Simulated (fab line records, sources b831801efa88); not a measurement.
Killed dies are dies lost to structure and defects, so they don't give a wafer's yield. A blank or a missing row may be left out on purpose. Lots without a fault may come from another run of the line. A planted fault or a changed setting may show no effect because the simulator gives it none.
Chamber matching | flow gf180mcu | GF_CONTACT_CMP_04 on cmp-01: 4 sister chambers
The step polishes SiO2. 18 wafers are shown with their chamber, then 9 later ones without.

WAFERS WITH THEIR CHAMBER
wafer  | chamber | motor_current_A (A) | time_to_endpoint_s (s)
L119.4 | 1       | 10.8                | 117
L119.5 | 2       | 14.0                | 129
L119.6 | 1       | 11.0                | 110
L122.2 | 3       | 15.4                | 113
L122.5 | 2       | 15.1                | 118
L122.6 | 3       | 15.1                | 118
L124.2 | 3       | 14.8                | 109
L124.4 | 2       | 14.7                | 121
L124.5 | 3       | 14.8                | 122
L125.3 | 0       | 11.2                | 110
L125.4 | 2       | 14.6                | 123
L125.5 | 3       | 15.4                | 114
L128.2 | 3       | 15.9                | 111
L128.5 | 3       | 15.0                | 111
L128.6 | 0       | 11.4                | 113
L131.1 | 2       | 14.7                | 111
L131.2 | 1       | 11.5                | 109
L131.6 | 1       | 11.1                | 114

SIGNATURES (means of the wafers above)
reading            | chamber 0 | chamber 1 | chamber 2 | chamber 3 | scatter within a chamber
motor_current_A    | 11.300    | 11.100    | 14.620    | 15.200    | 0.363
time_to_endpoint_s | 111.50    | 112.50    | 120.40    | 114.00    | 4.96
Rule: a wafer's distance from a chamber is the root of the sum, over the readings, of the square of ((its reading less the chamber's mean) divided by the reading's scatter). The wafer belongs to the nearest chamber; if the next one is less than 2 further off, it can't be placed. The scatter: the root of (the sum of the squares of (reading less its chamber's mean) over the shown wafers, divided by (wafers less chambers)).

WAFERS WITHOUT THEIR CHAMBER
wafer  | motor_current_A (A) | time_to_endpoint_s (s)
L133.2 | 14.3                | 106
L133.3 | 11.4                | 99
L133.6 | 15.0                | 116
L140.2 | 11.0                | 104
L140.4 | 14.4                | 119
L140.5 | 11.4                | 121
L141.1 | 13.1                | 117
L141.4 | 10.9                | 120
L141.5 | 15.5                | 110

WHICH CHAMBER EACH WENT THROUGH
wafer  | from the rows above               | in truth
L133.2 | can't be placed: 3 or 2           | 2
L133.3 | can't be placed: 0 or 1           | 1
L133.6 | can't be placed: 3 or 2           | 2
L140.2 | can't be placed: 0 or 1           | 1
L140.4 | can't be placed: 2 or 3           | 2
L140.5 | can't be placed: 1 or 0           | 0
L141.1 | can't be placed: 2 or 0 or 1 or 3 | 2
L141.4 | can't be placed: 1 or 0           | 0
L141.5 | 3                                 | 3
Placed correctly: 1 of 9. Can't be placed from these rows: 8 (the true chamber is among the candidates in 8). Placed wrongly: 0.
